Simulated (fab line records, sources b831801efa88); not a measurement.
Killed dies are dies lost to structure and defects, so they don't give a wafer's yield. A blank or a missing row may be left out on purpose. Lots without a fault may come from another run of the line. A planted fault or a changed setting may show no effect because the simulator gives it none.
Chamber matching | flow gf180mcu | GF_CONTACT_CVD_00 on hdpcvd-01: 3 sister chambers
The step deposits SiO2, target thk 300 nm, time 50 s. 3 wafers are shown with their chamber, then 7 later ones without.

WAFERS WITH THEIR CHAMBER
wafer  | chamber | sih4_flow_sccm (sccm)
L454.4 | 0       | 60.01
L455.1 | 2       | 59.66
L455.3 | 1       | 60.08

WAFERS WITHOUT THEIR CHAMBER
wafer  | sih4_flow_sccm (sccm)
L455.4 | 59.84
L456.2 | 59.96
L456.5 | 60.09
L456.6 | 59.95
L457.1 | 60.06
L457.3 | 60.01
L457.5 | 60.23

WHICH CHAMBER EACH WENT THROUGH
wafer  | from the rows above          | in truth
L455.4 | can't be placed: 0 or 2 or 1 | 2
L456.2 | can't be placed: 0 or 1      | 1
L456.5 | can't be placed: 1 or 0      | 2
L456.6 | can't be placed: 0 or 1      | 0
L457.1 | can't be placed: 1 or 0      | 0
L457.3 | can't be placed: 0 or 1      | 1
L457.5 | can't be placed: 1 or 0      | 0
Placed correctly: 0 of 7. Can't be placed from these rows: 7 (the true chamber is among the candidates in 6). Placed wrongly: 0.
How it was worked out, from the rows above alone: a wafer's distance from a chamber is the root of the sum, over the readings, of the square of ((its reading less the chamber's mean) divided by the reading's scatter). The wafer belongs to the nearest chamber; if the next one is less than 2 further off, it can't be placed. A chamber's mean is the mean of its shown wafers. The scatter: with one shown wafer a chamber, the root of the mean of the squares of how far each hidden wafer lies from its nearest shown one.
